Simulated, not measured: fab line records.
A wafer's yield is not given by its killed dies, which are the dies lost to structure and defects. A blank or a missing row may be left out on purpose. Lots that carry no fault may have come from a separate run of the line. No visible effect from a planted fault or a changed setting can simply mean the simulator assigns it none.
A lot that was struck, set against a sound lot || flow gf180mcu || 14 out of 602 route steps
Sound: these wafers, L787.1, L787.3, L787.4. Struck: wafers L777.1, L777.5, L777.6. At the end, the cause is stated.
For every step that has rows: the tool of each side, followed by ch and its chambers, followed by its first start. Under that, the readings that differ: sound wafers || struck wafers || difference of the means || sigmas: that difference in standard deviations of wafers without a fault.
alike: readings whose means differ by less than 2 such deviations, and words and numbers that are the same on both sides. not compared: withheld readings, readings that some wafer has no value for, bounds like >300 that may hide the same value, and numbers for which the record gives no deviation and whose values overlap.
Wherever a step has rows on one side only, a row that says differs or no value, or a row with sigmas, the two part there. When numbers do not overlap yet have no deviation, they are printed without sigmas and do not part them. A reading missing from all wafers of one side parts the sides only when that side holds two or more wafers.

first, 1 step without rows for these wafers: GF_PSD_CLEAN_12 (cleans in SC1/SC2, time 150 s).
GF_PSD_RTA_13: time 20 s.
  sound on rtp-anneal-01 ch 0, day 18 20:07; struck on rtp-anneal-01 ch 0, day 15 11:16
  alike: lamp-power-pct, wafer_temp_C_max
GF_PSD_RS_MEAS_14: the measuring method here is four-point-probe.
  sound on film-metro-04, day 18 20:12; struck on film-metro-04, day 15 11:26
  alike: NSD_RS
GF_PSD_RS_MEAS_15: the measuring method here is four-point-probe.
  sound on film-metro-04, day 18 20:19; struck on film-metro-04, day 15 11:33
  alike: PSD_RS
GF_SAB_CVD_00: deposits SiO2 from TEOS, target thk 50 nm, time 4.9302 s.
  sound on pecvd-02 ch 0,1, day 18 20:26; struck on pecvd-01 ch 1,2, day 15 11:40
  alike: heater-power-w
GF_SAB_THK_MEAS_01:
  sound on film-metro-03, day 18 20:28; struck on film-metro-03, day 15 11:41
  alike: SAB_CVD_00_THK
then, 6 steps without rows for these wafers: GF_SAB_DEHYDRATE_02 (time 60 s); GF_SAB_HMDS_03 (prime time 60 s); GF_SAB_COAT_04 (resist thk 1000 nm); GF_SAB_SOFTBAKE_05 (time 60 s); GF_SAB_EXPOSE_06 (exposes mask SAB, target cd 420 nm); GF_SAB_PEB_07.
GF_SAB_DEVELOP_08: develop time 60 s.
  sound on litho-track-04 ch 0, day 19 20:44; struck on litho-track-02, day 16 09:19
  no value came back on the struck wafers for chill-plate-temp-C (C), develop-time-s (s); on the sound wafers chill-plate-temp-C (C) reads 22.87 22.99 22.81
GF_SAB_CD_MEAS_09 targets a cd of 420 nm.
  sound on cd-sem-02, day 19 20:53; struck on cd-sem-02, day 16 09:28
{"reading": "cd-nm (nm)", "sound": "421.9 420.0 420.7", "struck": "- - -", "difference": "no value on the struck wafers", "sigmas": ""}

== WHERE THEY PART ==
At GF_SAB_DEVELOP_08 first; at GF_SAB_CD_MEAS_09 last (within this record only).

WHY: whatever the simulator had introduced
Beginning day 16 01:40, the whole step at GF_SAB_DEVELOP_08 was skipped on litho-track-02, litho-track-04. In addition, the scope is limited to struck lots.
